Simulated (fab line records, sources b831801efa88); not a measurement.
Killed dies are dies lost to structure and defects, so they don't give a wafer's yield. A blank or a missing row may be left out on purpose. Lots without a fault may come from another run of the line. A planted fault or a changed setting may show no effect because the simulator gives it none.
A struck lot beside a sound one | flow sky130 | 16 steps out of a route of 708
Sound: wafers L450.2, L450.4, L450.6. Struck: wafer L464.5. (L464.3, L464.4 of the same lot were not struck and are left out.) The cause comes at the end.
At each step with rows: each side's tool, then ch and its chambers, then its first start. Under that, the readings that differ: sound wafers | struck wafers | difference of the means | sigmas: that difference in standard deviations of wafers without a fault.
alike: readings whose means differ by less than 2 such deviations, and words and numbers that are the same on both sides. not compared: withheld readings, readings that some wafer has no value for, bounds like >300 that may hide the same value, and numbers for which the record gives no deviation and whose values overlap.
The two part at a step that has a row with sigmas, a row that says differs or no value, or rows on one side only. Numbers that don't overlap but have no deviation are shown without sigmas and don't part them. A reading that every wafer of one side lacks parts them only if that side has two wafers or more.

first, 2 steps without rows for these wafers: SKY_METAL4_PEB_11; SKY_METAL4_DEVELOP_12 (develop time 60 s).
SKY_METAL4_CD_MEAS_13: target cd 300 nm.
  sound on cd_sem-02, day 42 17:41; struck on cd_sem-01, day 46 13:13
  alike: cd_nm
SKY_METAL4_OVL_MEAS_14:
  sound on overlay-01, day 42 17:47; struck on overlay-02, day 46 13:18
  alike: METAL4_OVL
SKY_METAL4_DESCUM_15: chemistry O2, time 8 s.
  sound on rie_metal-01 ch 0,1, day 42 17:49; struck on rie_metal-04 ch 1, day 46 13:20
  reading                     | sound       | struck | difference | sigmas
  drypump_motor_current_A (A) | 5.7 5.7 5.9 | 5.1    | -0.7       | -2
  alike: oes_product_au
  not compared: rf_hours_counter_h
SKY_METAL4_ETCH_16: etches BARC in N2/H2, stops on SiO2, time 88.2 s, target depth 60 nm.
  sound on rie_metal-01 ch 0,1, day 42 17:51; struck on rie_metal-04 ch 1, day 46 13:23
  alike: drypump_motor_current_A, oes_product_au, throttle_valve_pct
  not compared: rf_hours_counter_h
SKY_METAL4_ETCH_17: etches SiO2 in C4F8/O2/Ar, stops on TiN, time 3.9 s, target depth 15 nm.
  sound on rie_diel-02 ch 2,3, day 42 17:57; struck on rie_diel-02 ch 3, day 46 13:28
  alike: oes_product_au
  not compared: rf_hours_counter_h
SKY_METAL4_METAL_ETCH_18: etches the open film in Cl2/BCl3, stops on SiO2, target depth 845 nm, time 183.1 s.
  sound on rie_metal-04 ch 0,1, day 42 17:58; struck on rie_metal-03 ch 1, day 46 13:35
  reading                     | sound             | struck | difference | sigmas
  drypump_motor_current_A (A) | 5.5 5.5 5.2       | 6.3    | +0.9       | +2
  oes_product_au (a.u.)       | 0.866 0.873 0.871 | 0.850  | -0.020     | -3
  alike: throttle_valve_pct
  not compared: rf_hours_counter_h
then, 4 steps without rows for these wafers: SKY_METAL4_STRIP_19 (strips in O2/N2); SKY_METAL4_STRIP_20 (strips in post etch residue remover, time 1200 s); SKY_METAL4_CLEAN_21 (cleans in IPA, time 180 s); SKY_METAL4_CLEAN_22 (cleans in O3/DIW).
SKY_VIA4_HDPCVD_00: deposits SiO2, target thk 1750 nm, time 291.7 s.
  sound on hdpcvd-01 ch 0,2, day 42 18:44; struck on hdpcvd-02 ch 1, day 46 14:25
  reading                                  | sound             | struck | difference | sigmas
  run_length_s (s)                         | 319.3 320.3 319.2 | 265.2  | -54.4      | -94
  model.SiO2_of_VIA4_HDPCVD_00.thk_nm (nm) | 1758 1756 1764    | 1405   | -354       |
SKY_VIA4_THK_MEAS_01:
  sound on film_metro-04, day 42 19:01; struck on film_metro-01, day 46 14:37
  reading              | sound          | struck | difference | sigmas
  VIA4_HDPCVD_THK (nm) | 1759 1758 1764 | 1405   | -355       | -21
SKY_VIA4_CMP_02: polishes SiO2.
  sound on cmp-02 ch 1,3, day 42 19:04; struck on cmp-02 ch 3, day 46 15:19
  alike: motor_current_A
then, 1 step without rows for these wafers: SKY_PAD_OPEN_PROBE_99.

WHERE THEY PART
First at SKY_METAL4_DESCUM_15; last, within this record, at SKY_VIA4_THK_MEAS_01. Later steps at which nothing parts them and some readings are alike: SKY_VIA4_CMP_02.

WHY: what the simulator had put in
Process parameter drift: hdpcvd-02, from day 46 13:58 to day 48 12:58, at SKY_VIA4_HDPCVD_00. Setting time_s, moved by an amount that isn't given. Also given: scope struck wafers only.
